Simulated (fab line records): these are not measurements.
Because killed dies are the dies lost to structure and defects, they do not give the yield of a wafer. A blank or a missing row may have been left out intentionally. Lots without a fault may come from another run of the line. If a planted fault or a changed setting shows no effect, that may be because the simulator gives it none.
Chamber matching | flow gf180mcu | 4 sister chambers for GF_V5_ETCH_16 on rie diel-04
The step etches BARC in N2/H2. 18 wafers are shown with their chamber, then 9 later ones without.

WAFERS PAIRED WITH THEIR CHAMBERS
wafer  | chamber | drypump motor current A (A) | h2 flow sccm (sccm) | throttle valve pct (%)
L109.2 | 1       | 6.1                         | 200.1               | 13.210
L109.5 | 2       | 6.3                         | 199.2               | 13.241
L109.6 | 1       | 6.1                         | 199.7               | 13.224
L110.3 | 0       | 5.4                         | 200.1               | 13.235
L110.4 | 2       | 6.3                         | 199.8               | 13.227
L110.6 | 1       | 6.0                         | 199.5               | 13.229
L111.4 | 0       | 5.5                         | 200.0               | 13.236
L111.5 | 0       | 5.4                         | 199.6               | 13.227
L111.6 | 3       | 5.2                         | 200.0               | 13.221
L112.4 | 0       | 5.4                         | 200.7               | 13.218
L112.5 | 3       | 5.2                         | 199.4               | 13.240
L112.6 | 0       | 5.4                         | 201.2               | 13.218
L115.1 | 2       | 6.3                         | 200.2               | 13.253
L115.2 | 1       | 6.1                         | 200.0               | 13.233
L115.5 | 2       | 6.3                         | 200.6               | 13.218
L118.1 | 3       | 5.2                         | 199.7               | 13.214
L118.4 | 0       | 5.5                         | 200.4               | 13.213
L118.5 | 0       | 5.5                         | 200.4               | 13.228

SIGNATURES, as means of the wafers listed above
reading                 | chamber 0 | chamber 1 | chamber 2 | chamber 3 | scatter within a chamber
drypump motor current A | 5.443     | 6.075     | 6.300     | 5.200     | 0.042
h2 flow sccm            | 200.343   | 199.825   | 199.950   | 199.700   | 0.469
throttle valve pct      | 13.22500  | 13.22400  | 13.23475  | 13.22500  | 0.0115
Rule: a wafer's distance from a chamber is the root of the sum, over the readings, of the square of ((its reading less the chamber's mean) divided by the reading's scatter). If the next closest chamber is less than 2 further off than the closest, the wafer can't be placed; otherwise it belongs to the closest. The scatter: the root of (the sum of the squares of (reading less its chamber's mean) over the shown wafers, divided by (wafers less chambers)).

WAFERS MISSING THEIR CHAMBER
wafer  | drypump motor current A (A) | h2 flow sccm (sccm) | throttle valve pct (%)
L120.2 | 6.1                         | 199.9               | 13.232
L120.4 | 6.3                         | 199.9               | 13.221
L120.5 | 6.1                         | 198.8               | 13.213
L126.1 | 5.2                         | 199.5               | 13.219
L126.4 | 5.4                         | 199.7               | 13.222
L126.6 | 5.2                         | 199.6               | 13.221
L129.2 | 6.1                         | 199.6               | 13.232
L129.5 | 5.2                         | 200.4               | 13.228
L129.6 | 5.4                         | 201.2               | 13.217

THE CHAMBER EACH PASSED THROUGH
wafer  | from the rows above | in truth
L120.2 | 1                   | 1
L120.4 | 2                   | 2
L120.5 | 1                   | 1
L126.1 | 3                   | 3
L126.4 | 0                   | 0
L126.6 | 3                   | 3
L129.2 | 1                   | 1
L129.5 | 3                   | 3
L129.6 | 0                   | 0
9 of 9 placed correctly. Not placeable from these rows: 0. Placed wrongly: 0.
